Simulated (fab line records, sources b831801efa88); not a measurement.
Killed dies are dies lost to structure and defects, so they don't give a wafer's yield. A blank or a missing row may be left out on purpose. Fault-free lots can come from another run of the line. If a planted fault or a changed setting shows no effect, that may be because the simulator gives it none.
fab line records	flow sky130	part 1 of 2: steps 1 to 30 of 42
[record] lots = 5	wafers = 15	last-day = 50
route steps=708 shown POLY_GATE@235 LDD_N@237 LDD_P@255 LDD_HVN@267
lots with no fault: from the same line, run without faults
start-h: the number of hours between the record's first day and the start of the first shown wafer of the lot	wait-h: hours since the lot's step before	" as in the row above	L1.1+2: a single row standing in for several wafers	- no value, or no start given	* or withheld: withheld	< > ~ a bound
route shown NAME@n: names a module that has steps shown in the file, with the first one's number in the route	usual: the fault-free wafers' mean and standard deviation	same: alike in all rows	chamber/n: place in a boat	sites: the reading at each site	_std_site: standard deviation across them	_edge_site: inner sites' mean taken away from outer sites' mean	radius-mm: for every site, how far away it sits from the centre of the wafer	mask NAME#n: copy n	behind: the tool/chamber that last shaped the wafer	hold: the reason the lot was held/the length of the hold in hours/how it ended	device: the transistor (n, p or np) that didn't switch	end of line: the same wafers' tests at the end of the route	a step with no rows: only its recipe	killed: the dies lost at the first sort to structure and to defects; this is not the yield of the wafer	map: a wafer's dies, marking killed ones x, the rest . and places with no die _
set.NAME: the setting the step ran with; set.NAME@STEP: the setting that earlier step ran with	model.NAME: the simulator's own value behind a step, which no gauge read
a table for each step, a row for each wafer; lots at some steps of the route
services: a tool's chamber out of use, with start hour (start-h, from the record's first day; less than 0 if before it), hours out, and reason
[[steps]]
[step SKY_POLY_GATE_THK_MEAS_21]
[recipe] reads = SiO2_of_POLY_GATE_OXIDATION_20
[usual] POLY_GATE_OXIDATION_THK = 4.00/0.076
lot.wafer	tool	chamber	start-h	wait-h	POLY_GATE_OXIDATION_THK[nm]
L079.3	film-metro-03	-	423.78	0.0	3.93
L079.4	"	-	"	"	3.90
L079.6	"	-	"	"	3.98
L081.1	film-metro-02	-	440.68	0.0	4.13
L081.3	"	-	"	"	4.16
L081.4	"	-	"	"	4.19
L083.2	film-metro-03	-	451.95	0.0	4.02
L083.3	"	-	"	"	4.06
L083.4	"	-	"	"	3.97
L087.1	film-metro-03	-	494.18	0.0	3.98
L087.5	"	-	"	"	3.95
L087.6	"	-	"	"	3.95
L097.2	film-metro-03	-	578.71	0.0	4.13
L097.3	"	-	"	"	4.00
L097.4	"	-	"	"	4.07
[step SKY_POLY_GATE_CD_MEAS_22]
[usual] cd-nm = 150.6/2.5
lot.wafer	tool	chamber	start-h	wait-h	cd-nm
L079.3	cd-sem-01	-	423.87	0.1	153.1
L079.4	"	-	"	"	149.3
L079.6	"	-	"	"	149.5
L081.1	cd-sem-02	-	440.74	0.1	153.1
L081.3	"	-	"	"	149.4
L081.4	"	-	"	"	152.1
L083.2	cd-sem-01	-	452.03	0.1	146.9
L083.3	"	-	"	"	146.6
L083.4	"	-	"	"	144.2
L087.1	cd-sem-02	-	494.24	0.1	147.1
L087.5	"	-	"	"	152.2
L087.6	"	-	"	"	148.7
L097.2	cd-sem-01	-	578.79	0.1	150.0
L097.3	"	-	"	"	151.1
L097.4	"	-	"	"	150.5
[step SKY_LDD_N_DEHYDRATE_00]
[recipe] temp-c = 200	time-s = 60
lot.wafer	tool	chamber	start-h	wait-h
L079.3+4+6	litho-track-03	0	438.98	15.1
L081.1+3+4	litho-track-02	0	453.90	13.1
L083.2+3+4	litho-track-02	0	466.88	14.8
L087.1+5+6	litho-track-02	0	509.75	15.5
L097.2+3+4	litho-track-01	0	593.64	14.8
[step SKY_LDD_N_HMDS_01]
[recipe] prime-time-s = 60	prime-temp-c = 120
lot.wafer	tool	chamber	start-h	wait-h
L079.3+4+6	litho-track-03	0	439.13	0.1
L081.1+3+4	litho-track-02	0	454.05	0.1
L083.2+3+4	litho-track-02	0	467.03	0.1
L087.1+5+6	litho-track-02	0	509.90	0.1
L097.2+3+4	litho-track-01	0	593.79	0.1
[step SKY_LDD_N_COAT_02]
[recipe] resist = NOVOLAK	spin-rpm = 3000	resist-thk-nm = 300
lot.wafer	tool	chamber	start-h	wait-h
L079.3+4+6	litho-track-03	0	439.28	0.1
L081.1+3+4	litho-track-02	0	454.20	0.1
L083.2+3+4	litho-track-02	0	467.18	0.1
L087.1+5+6	litho-track-02	0	510.05	0.1
L097.2+3+4	litho-track-01	0	593.94	0.1
[step SKY_LDD_N_SOFTBAKE_03]
[recipe] temp-c = 90	time-s = 60	resist = NOVOLAK
lot.wafer	tool	chamber	start-h	wait-h
L079.3+4+6	litho-track-03	0	439.43	0.1
L081.1+3+4	litho-track-02	0	454.35	0.1
L083.2+3+4	litho-track-02	0	467.33	0.1
L087.1+5+6	litho-track-02	0	510.20	0.1
L097.2+3+4	litho-track-01	0	594.09	0.1
[step SKY_LDD_N_EXPOSE_04]
[recipe] mask-id = NTM	target-cd-nm = 840	na = 0.6	source-shape = conventional	sigma-outer = 0.6	dose-mj = 110
[usual] exposure-dose-mJ-cm2 = 110.03/0.11	focus-offset-nm = 0.0/0.52
[same] sigma-outer = 0.6
lot.wafer	tool	chamber	start-h	wait-h	mask	exposure-dose-mJ-cm2	focus-offset-nm
L079.3	iline-stepper-01	0	-	-	NTM#0	110.05	0.2
L079.4	"	0	"	"	NTM#0	110.14	-0.7
L079.6	"	0	"	"	NTM#0	110.24	-0.3
L081.1	iline-stepper-01	0	-	-	NTM#0	109.88	0.5
L081.3	"	0	"	"	NTM#0	109.97	-0.3
L081.4	"	0	"	"	NTM#0	110.07	0.3
L083.2	iline-stepper-02	0	-	-	NTM#0	109.98	0.3
L083.3	"	0	"	"	NTM#0	109.92	-0.4
L083.4	"	0	"	"	NTM#0	109.93	0.4
L087.1	iline-stepper-02	0	-	-	NTM#0	109.93	-0.2
L087.5	"	0	"	"	NTM#0	110.03	-0.4
L087.6	"	0	"	"	NTM#0	109.99	0.1
L097.2	iline-stepper-01	0	-	-	NTM#0	110.14	-0.6
L097.3	"	0	"	"	NTM#0	110.12	0.0
L097.4	"	0	"	"	NTM#0	110.00	0.0
[step SKY_LDD_N_PEB_05]
[recipe] temp-c = withheld	time-s = *	resist = NOVOLAK
lot.wafer	tool	chamber	start-h	wait-h
L079.3+4+6	litho-track-03	0	-	-
L081.1+3+4	litho-track-01	0	-	-
L083.2+3+4	litho-track-02	0	-	-
L087.1+5+6	litho-track-02	0	-	-
L097.2+3+4	litho-track-02	0	-	-
[step SKY_LDD_N_DEVELOP_06]
[recipe] develop-time-s = 60	dev-temp-c = 23
lot.wafer	tool	chamber	start-h	wait-h
L079.3+4+6	litho-track-03	0	453.18	0.1
L081.1+3+4	litho-track-01	0	470.86	0.1
L083.2+3+4	litho-track-02	0	481.98	0.1
L087.1+5+6	litho-track-02	0	524.70	0.1
L097.2+3+4	litho-track-02	0	608.28	0.1
[step SKY_LDD_N_OVL_MEAS_07]
[usual] LDD_N_OVL = -1.6/1.6
lot.wafer	tool	chamber	start-h	wait-h	LDD_N_OVL[nm]
L079.3	overlay-02	-	453.29	0.1	-2.2
L079.4	"	-	"	"	-1.3
L079.6	"	-	"	"	-2.1
L081.1	overlay-01	-	471.01	0.1	-3.2
L081.3	"	-	"	"	-5.0
L081.4	"	-	"	"	-5.7
L083.2	overlay-02	-	482.11	0.1	-4.0
L083.3	"	-	"	"	-3.7
L083.4	"	-	"	"	-3.5
L087.1	overlay-01	-	524.85	0.1	-3.1
L087.5	"	-	"	"	-1.7
L087.6	"	-	"	"	-2.1
L097.2	overlay-02	-	608.41	0.1	0.7
L097.3	"	-	"	"	-3.8
L097.4	"	-	"	"	0.3
[step SKY_LDD_N_IMPLANT_08]
[recipe] species = As	energy-kev = 20	dose-cm2 = 7.5e+13	tilt-deg = withheld	rotation-deg = 23
[usual] beam-energy-keV = 20.001/0.0071
lot.wafer	tool	chamber	start-h	wait-h	beam-energy-keV
L079.3	implanter-03	0	453.37	0.1	20.000
L079.4	"	0	"	"	19.995
L079.6	"	0	"	"	20.000
L081.1	implanter-04	0	471.05	0.0	20.013
L081.3	"	0	"	"	20.018
L081.4	"	0	"	"	20.002
L083.2	implanter-01	0	482.17	0.0	19.999
L083.3	"	0	"	"	20.008
L083.4	"	0	"	"	20.009
L087.1	implanter-01	0	524.89	0.0	20.008
L087.5	"	0	"	"	20.004
L087.6	"	0	"	"	20.010
L097.2	implanter-04	0	608.47	0.0	20.000
L097.3	"	0	"	"	19.997
L097.4	"	0	"	"	19.989
[step SKY_LDD_N_IMPLANT_09]
[recipe] species = As	energy-kev = 20	dose-cm2 = 7.5e+13	tilt-deg = withheld	rotation-deg = 113
[usual] beam-energy-keV = 19.999/0.0062
lot.wafer	tool	chamber	start-h	wait-h	beam-energy-keV
L079.3	implanter-03	0	453.52	0.1	19.994
L079.4	"	0	"	"	20.003
L079.6	"	0	"	"	20.004
L081.1	implanter-04	0	471.20	0.1	19.991
L081.3	"	0	"	"	20.001
L081.4	"	0	"	"	20.004
L083.2	implanter-01	0	482.32	0.1	19.994
L083.3	"	0	"	"	19.984
L083.4	"	0	"	"	20.001
L087.1	implanter-01	0	525.04	0.1	19.999
L087.5	"	0	"	"	20.006
L087.6	"	0	"	"	19.992
L097.2	implanter-04	0	608.62	0.1	20.004
L097.3	"	0	"	"	20.001
L097.4	"	0	"	"	19.998
[step SKY_LDD_N_IMPLANT_10]
[recipe] species = As	energy-kev = 20	dose-cm2 = 7.5e+13	tilt-deg = withheld	rotation-deg = 203
[usual] beam-energy-keV = 20.001/0.0065
lot.wafer	tool	chamber	start-h	wait-h	beam-energy-keV
L079.3	implanter-03	0	453.67	0.1	19.995
L079.4	"	0	"	"	20.002
L079.6	"	0	"	"	20.002
L081.1	implanter-04	0	471.35	0.1	20.004
L081.3	"	0	"	"	20.002
L081.4	"	0	"	"	20.009
L083.2	implanter-01	0	482.47	0.1	20.007
L083.3	"	0	"	"	20.003
L083.4	"	0	"	"	20.006
L087.1	implanter-01	0	525.19	0.1	20.007
L087.5	"	0	"	"	20.004
L087.6	"	0	"	"	20.004
L097.2	implanter-04	0	608.77	0.1	19.992
L097.3	"	0	"	"	19.991
L097.4	"	0	"	"	19.993
[step SKY_LDD_N_IMPLANT_11]
[recipe] species = As	energy-kev = 20	dose-cm2 = 7.5e+13	tilt-deg = withheld	rotation-deg = 293
[usual] beam-energy-keV = 19.999/0.0055
lot.wafer	tool	chamber	start-h	wait-h	beam-energy-keV
L079.3	implanter-03	0	453.82	0.1	20.001
L079.4	"	0	"	"	20.003
L079.6	"	0	"	"	19.993
L081.1	implanter-04	0	471.50	0.1	19.998
L081.3	"	0	"	"	19.999
L081.4	"	0	"	"	19.998
L083.2	implanter-01	0	482.62	0.1	20.007
L083.3	"	0	"	"	20.010
L083.4	"	0	"	"	20.007
L087.1	implanter-01	0	525.34	0.1	19.999
L087.5	"	0	"	"	20.000
L087.6	"	0	"	"	19.992
L097.2	implanter-04	0	608.92	0.1	20.003
L097.3	"	0	"	"	19.996
L097.4	"	0	"	"	20.003
[step SKY_LDD_N_IMPLANT_12]
[recipe] species = BF2	energy-kev = 50	dose-cm2 = 5e+12	tilt-deg = 30	rotation-deg = 0
[usual] beam-energy-keV = 49.997/0.014
lot.wafer	tool	chamber	start-h	wait-h	beam-energy-keV
L079.3	implanter-03	0	453.97	0.1	50.001
L079.4	"	0	"	"	49.994
L079.6	"	0	"	"	49.997
L081.1	implanter-04	0	471.65	0.1	49.990
L081.3	"	0	"	"	49.989
L081.4	"	0	"	"	49.996
L083.2	implanter-01	0	482.77	0.1	49.997
L083.3	"	0	"	"	50.003
L083.4	"	0	"	"	49.989
L087.1	implanter-01	0	525.49	0.1	49.993
L087.5	"	0	"	"	50.013
L087.6	"	0	"	"	50.019
L097.2	implanter-04	0	609.07	0.1	49.973
L097.3	"	0	"	"	50.003
L097.4	"	0	"	"	49.966
[step SKY_LDD_N_IMPLANT_13]
[recipe] species = BF2	energy-kev = 50	dose-cm2 = 5e+12	tilt-deg = 30	rotation-deg = 90
[usual] beam-energy-keV = 50.001/0.017
lot.wafer	tool	chamber	start-h	wait-h	beam-energy-keV
L079.3	implanter-03	0	454.12	0.1	49.980
L079.4	"	0	"	"	49.971
L079.6	"	0	"	"	49.953
L081.1	implanter-04	0	471.80	0.1	50.009
L081.3	"	0	"	"	50.003
L081.4	"	0	"	"	50.009
L083.2	implanter-01	0	482.92	0.1	50.010
L083.3	"	0	"	"	50.011
L083.4	"	0	"	"	50.027
L087.1	implanter-01	0	525.64	0.1	49.997
L087.5	"	0	"	"	50.000
L087.6	"	0	"	"	50.025
L097.2	implanter-04	0	609.22	0.1	50.021
L097.3	"	0	"	"	49.998
L097.4	"	0	"	"	50.001
[step SKY_LDD_N_IMPLANT_14]
[recipe] species = BF2	energy-kev = 50	dose-cm2 = 5e+12	tilt-deg = 30	rotation-deg = 180
[usual] beam-energy-keV = 50.002/0.014
lot.wafer	tool	chamber	start-h	wait-h	beam-energy-keV
L079.3	implanter-03	0	454.27	0.1	50.003
L079.4	"	0	"	"	50.013
L079.6	"	0	"	"	50.001
L081.1	implanter-04	0	471.95	0.1	49.987
L081.3	"	0	"	"	50.008
L081.4	"	0	"	"	50.015
L083.2	implanter-01	0	483.07	0.1	49.977
L083.3	"	0	"	"	50.002
L083.4	"	0	"	"	49.986
L087.1	implanter-01	0	525.79	0.1	50.015
L087.5	"	0	"	"	50.002
L087.6	"	0	"	"	49.993
L097.2	implanter-04	0	609.37	0.1	49.999
L097.3	"	0	"	"	49.998
L097.4	"	0	"	"	49.992
[step SKY_LDD_N_IMPLANT_15]
[recipe] species = BF2	energy-kev = 50	dose-cm2 = 5e+12	tilt-deg = 30	rotation-deg = 270
[usual] beam-energy-keV = 49.996/0.016
lot.wafer	tool	chamber	start-h	wait-h	beam-energy-keV
L079.3	implanter-03	0	454.42	0.1	50.021
L079.4	"	0	"	"	49.998
L079.6	"	0	"	"	50.000
L081.1	implanter-04	0	472.10	0.1	50.002
L081.3	"	0	"	"	50.001
L081.4	"	0	"	"	50.003
L083.2	implanter-01	0	483.22	0.1	49.989
L083.3	"	0	"	"	49.971
L083.4	"	0	"	"	49.983
L087.1	implanter-01	0	525.94	0.1	49.967
L087.5	"	0	"	"	49.986
L087.6	"	0	"	"	49.993
L097.2	implanter-04	0	609.52	0.1	49.996
L097.3	"	0	"	"	50.001
L097.4	"	0	"	"	49.992
[step SKY_LDD_N_STRIP_16]
[recipe] chemistry = O2/N2	power-w = 1400	pressure-mtorr = 1500	platen-temp-c = withheld	o2-flow-sccm = 3000	n2-flow-sccm = 300	overash-fraction = 0.5
[usual] drypump-motor-current-A = 5.8/0.44	oes-product-au = 0.407/0.0046	strip-time-to-endpoint-s = 4.315/0.015
lot.wafer	tool	chamber	start-h	wait-h	drypump-motor-current-A	oes-product-au	rf-hours-counter-h	strip-time-to-endpoint-s
L079.3	plasma-asher-04	1	454.55	0.1	6.6	0.403	-	4.321
L079.4	"	0	"	"	5.3	0.411	-	4.324
L079.6	"	0	"	"	5.3	0.403	-	4.320
L081.1	plasma-asher-01	0	472.25	0.1	5.3	0.409	1	4.289
L081.3	"	1	"	"	6.3	0.408	-	4.320
L081.4	"	0	"	"	5.3	0.401	-	4.319
L083.2	plasma-asher-02	1	483.34	0.1	5.6	0.413	80	4.331
L083.3	"	1	"	"	5.6	0.403	-	4.338
L083.4	"	0	"	"	5.9	0.405	-	4.350
L087.1	plasma-asher-01	1	526.09	0.1	6.3	0.407	6	4.319
L087.5	"	1	"	"	6.3	0.414	-	4.313
L087.6	"	0	"	"	5.3	0.406	-	4.333
L097.2	plasma-asher-01	1	609.64	0.1	6.3	0.409	15	4.335
L097.3	"	0	"	"	5.3	0.418	-	4.307
L097.4	"	1	"	"	6.3	0.402	-	4.321
[step SKY_LDD_N_TW_MEAS_17]
[usual] LDD_N_TW = 2589/17
lot.wafer	tool	chamber	start-h	wait-h	LDD_N_TW
L079.3	film-metro-01	-	454.64	0.1	2583
L079.4	"	-	"	"	2577
L079.6	"	-	"	"	2602
L081.1	film-metro-04	-	472.35	0.1	2569
L081.3	"	-	"	"	2565
L081.4	"	-	"	"	2561
L083.2	film-metro-03	-	483.45	0.1	2604
L083.3	"	-	"	"	2617
L083.4	"	-	"	"	2614
L087.1	film-metro-04	-	526.19	0.1	2553
L087.5	"	-	"	"	2556
L087.6	"	-	"	"	2554
L097.2	film-metro-03	-	609.75	0.1	2605
L097.3	"	-	"	"	2603
L097.4	"	-	"	"	2593
[step SKY_LDD_P_DEHYDRATE_00]
[recipe] temp-c = 200	time-s = 60
lot.wafer	tool	chamber	start-h	wait-h
L079.3+4+6	litho-track-02	0	470.90	16.3
L081.1+3+4	litho-track-01	0	486.66	14.3
L083.2+3+4	litho-track-02	0	498.18	14.7
L087.1+5+6	litho-track-01	0	540.91	14.7
L097.2+3+4	litho-track-02	0	624.13	14.4
[step SKY_LDD_P_HMDS_01]
[recipe] prime-time-s = 60	prime-temp-c = 120
lot.wafer	tool	chamber	start-h	wait-h
L079.3+4+6	litho-track-02	0	471.05	0.1
L081.1+3+4	litho-track-01	0	486.81	0.1
L083.2+3+4	litho-track-02	0	498.33	0.1
L087.1+5+6	litho-track-01	0	541.06	0.1
L097.2+3+4	litho-track-02	0	624.28	0.1
[step SKY_LDD_P_COAT_02]
[recipe] resist = NOVOLAK	spin-rpm = 3000	resist-thk-nm = 1140
lot.wafer	tool	chamber	start-h	wait-h
L079.3+4+6	litho-track-02	0	471.20	0.1
L081.1+3+4	litho-track-01	0	486.96	0.1
L083.2+3+4	litho-track-02	0	498.48	0.1
L087.1+5+6	litho-track-01	0	541.21	0.1
L097.2+3+4	litho-track-02	0	624.43	0.1
[step SKY_LDD_P_SOFTBAKE_03]
[recipe] temp-c = 90	time-s = 60	resist = NOVOLAK
lot.wafer	tool	chamber	start-h	wait-h
L079.3+4+6	litho-track-02	0	471.35	0.1
L081.1+3+4	litho-track-01	0	487.11	0.1
L083.2+3+4	litho-track-02	0	498.63	0.1
L087.1+5+6	litho-track-01	0	541.36	0.1
L097.2+3+4	litho-track-02	0	624.58	0.1
[step SKY_LDD_P_EXPOSE_04]
[recipe] mask-id = PSDM	na = 0.6	source-shape = conventional	sigma-outer = 0.6	polarization = unpolarized	target-cd-nm = 380	dose-mj = 138
[usual] exposure-dose-mJ-cm2 = 137.96/0.13	focus-offset-nm = -0.1/0.53
[same] sigma-outer = 0.6
lot.wafer	tool	chamber	start-h	wait-h	mask	exposure-dose-mJ-cm2	focus-offset-nm
L079.3	iline-stepper-02	0	-	-	PSDM#0	138.00	-0.5
L079.4	"	0	"	"	PSDM#0	137.97	-1.3
L079.6	"	0	"	"	PSDM#0	137.94	-1.0
L081.1	iline-stepper-01	0	-	-	PSDM#0	137.77	0.2
L081.3	"	0	"	"	PSDM#0	137.85	-0.5
L081.4	"	0	"	"	PSDM#0	137.84	-1.4
L083.2	iline-stepper-01	0	-	-	PSDM#0	138.07	1.0
L083.3	"	0	"	"	PSDM#0	138.12	0.5
L083.4	"	0	"	"	PSDM#0	138.07	0.1
L087.1	iline-stepper-02	0	-	-	PSDM#0	137.80	0.2
L087.5	"	0	"	"	PSDM#0	137.84	0.8
L087.6	"	0	"	"	PSDM#0	137.76	-0.1
L097.2	iline-stepper-02	0	-	-	PSDM#0	137.97	0.2
L097.3	"	0	"	"	PSDM#0	137.96	-0.6
L097.4	"	0	"	"	PSDM#0	137.97	0.1
[step SKY_LDD_P_PEB_05]
[recipe] temp-c = withheld	time-s = *	resist = NOVOLAK
lot.wafer	tool	chamber	start-h	wait-h
L079.3+4+6	litho-track-04	0	-	-
L081.1+3+4	litho-track-04	0	-	-
L083.2+3+4	litho-track-02	0	-	-
L087.1+5+6	litho-track-01	0	-	-
L097.2+3+4	litho-track-01	0	-	-
[step SKY_LDD_P_DEVELOP_06]
[recipe] resist = NOVOLAK	developer = TMAH	develop-time-s = 60	dev-temp-c = 23
lot.wafer	tool	chamber	start-h	wait-h
L079.3+4+6	litho-track-04	0	485.96	0.1
L081.1+3+4	litho-track-04	0	503.41	0.1
L083.2+3+4	litho-track-02	0	514.03	0.1
L087.1+5+6	litho-track-01	0	555.26	0.1
L097.2+3+4	litho-track-01	0	638.19	0.1
[step SKY_LDD_P_CD_MEAS_07]
[recipe] target-cd-nm = 380
[usual] cd-nm = 380.6/2.8
lot.wafer	tool	chamber	start-h	wait-h	cd-nm
L079.3	cd-sem-02	-	486.10	0.1	383.6
L079.4	"	-	"	"	383.5
L079.6	"	-	"	"	385.4
L081.1	cd-sem-02	-	503.56	0.1	385.8
L081.3	"	-	"	"	385.5
L081.4	"	-	"	"	382.3
L083.2	cd-sem-02	-	514.17	0.1	379.2
L083.3	"	-	"	"	377.0
L083.4	"	-	"	"	377.4
L087.1	cd-sem-01	-	555.41	0.1	382.6
L087.5	"	-	"	"	381.5
L087.6	"	-	"	"	379.7
L097.2	cd-sem-01	-	638.33	0.1	381.3
L097.3	"	-	"	"	383.0
L097.4	"	-	"	"	384.4
[step SKY_LDD_P_OVL_MEAS_08]
[usual] LDD_P_OVL = -0.6/1.2
lot.wafer	tool	chamber	start-h	wait-h	LDD_P_OVL[nm]
L079.3	overlay-02	-	486.19	0.1	-0.1
L079.4	"	-	"	"	-0.8
L079.6	"	-	"	"	-1.4
L081.1	overlay-01	-	503.68	0.1	-1.0
L081.3	"	-	"	"	-0.2
L081.4	"	-	"	"	-1.2
L083.2	overlay-02	-	514.28	0.1	1.9
L083.3	"	-	"	"	0.8
L083.4	"	-	"	"	0.5
L087.1	overlay-01	-	555.53	0.1	-1.5
L087.5	"	-	"	"	0.0
L087.6	"	-	"	"	-0.5
L097.2	overlay-02	-	638.44	0.1	0.1
L097.3	"	-	"	"	-2.0
L097.4	"	-	"	"	-0.9
[step SKY_LDD_P_IMPLANT_09]
[recipe] species = BF2	energy-kev = 25	dose-cm2 = 1e+13	tilt-deg = withheld
[usual] beam-energy-keV = 24.998/0.007
lot.wafer	tool	chamber	start-h	wait-h	beam-energy-keV
L079.3	implanter-01	0	486.26	0.1	24.992
L079.4	"	0	"	"	24.996
L079.6	"	0	"	"	25.005
L081.1	implanter-03	0	503.71	0.0	24.988
L081.3	"	0	"	"	24.992
L081.4	"	0	"	"	24.992
L083.2	implanter-03	0	514.34	0.0	24.999
L083.3	"	0	"	"	25.014
L083.4	"	0	"	"	25.003
L087.1	implanter-02	0	555.57	0.0	24.994
L087.5	"	0	"	"	24.999
L087.6	"	0	"	"	25.002
L097.2	implanter-01	0	638.49	0.0	24.994
L097.3	"	0	"	"	25.000
L097.4	"	0	"	"	25.004
